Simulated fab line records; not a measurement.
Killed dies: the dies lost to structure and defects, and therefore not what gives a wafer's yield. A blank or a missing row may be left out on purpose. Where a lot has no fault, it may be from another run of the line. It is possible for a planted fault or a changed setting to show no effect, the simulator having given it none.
Code-filled problem report in 8D (eight disciplines) form -- flow gf180mcu -- the parts of the form that need people (team, actions taken, sign-off) are left out

== 1. WHAT WENT WRONG ==
At GF_VT_IMPLANT_IMPLANT_19, dose_ions_cm2 averages 4.17e+12 over 6 wafers from 2 lots, while fault-free wafers read 4.35e+12, standard deviation 4.5e+09. That puts it -40 standard deviations away from the usual mean.
First observed at day 10 23:03: wafer L156.1, on implanter-04. At this step, 42 wafers from 14 lots have a number in the record. Rule for "out", or "out of limits": more than 4 standard deviations from the usual mean. The other wafers with a number count as sound.

== 2. WHAT THIS IS AND IS NOT ==
question,is,is not
which readings at this step,dose_ions_cm2,-
which lots,"L156, L157","L138, L139, L140, L141, L143, L144, L145, L146, L148, L149, L158, L161"
which wafers of those lots,all that have a number,-
read on which tools,implanter-04,"implanter-01, implanter-03"
when,from day 10 23:03,"up to then (30 sound wafers); but 6 sound wafers of L158, L161 came after"

== 3. SUSPECTS, AND WHAT RULES EACH OUT ==
Counting: a tool stays on the suspect list if, at a process step up to the reading, it processed all lots that are out and no sound lot following the first of them.
- implanter-04 at GF_VT_IMPLANT_IMPLANT_19: kept. It processed each lot that is out, first L156 at day 10 23:03, and no sound lot thereafter; up to then, the last sound lot it processed was L145 at day 8 01:11. Its own readings are out on those wafers: dose_ions_cm2.
Remaining after the count: implanter-04 at GF_VT_IMPLANT_IMPLANT_19.

== 4. THE CAUSE (what the simulator had put in) ==
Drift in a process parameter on implanter-04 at GF_VT_IMPLANT_IMPLANT_19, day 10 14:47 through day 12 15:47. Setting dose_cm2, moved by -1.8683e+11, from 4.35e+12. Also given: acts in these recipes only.
The count eliminated every tool but this one.

== 5. THE CHAIN OF EFFECTS, in route order ==
One row per reading whose mean, taken over the struck wafers that have a number, lies over 3 standard deviations from the usual. Only readings whose record carries a usual standard deviation are examined. hours: median over the lots of the time between each lot's start at the first step of this table that gives one and its start at this step. sigmas: the change, counted in usual standard deviations.
hours,step,reading,usual,on struck wafers,change,sigmas
0,GF_VT_IMPLANT_IMPLANT_19,dose_ions_cm2,4.35e+12,4.17e+12,-1.82e+11,-40
The process steps in it:
- GF_VT_IMPLANT_IMPLANT_19
Later measuring or inspecting steps at which every struck wafer that the step has a row for has a number for every such reading, and none has moved that far: GF_VT_IMPLANT_OVL_MEAS_40, GF_POLY_GATE_CD_MEAS_10.

== 6. HOW IT WOULD HAVE BEEN CAUGHT EARLIER ==
First out-of-limits reading in this record: day 10 23:03, which is 8 hours after fault onset at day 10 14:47.
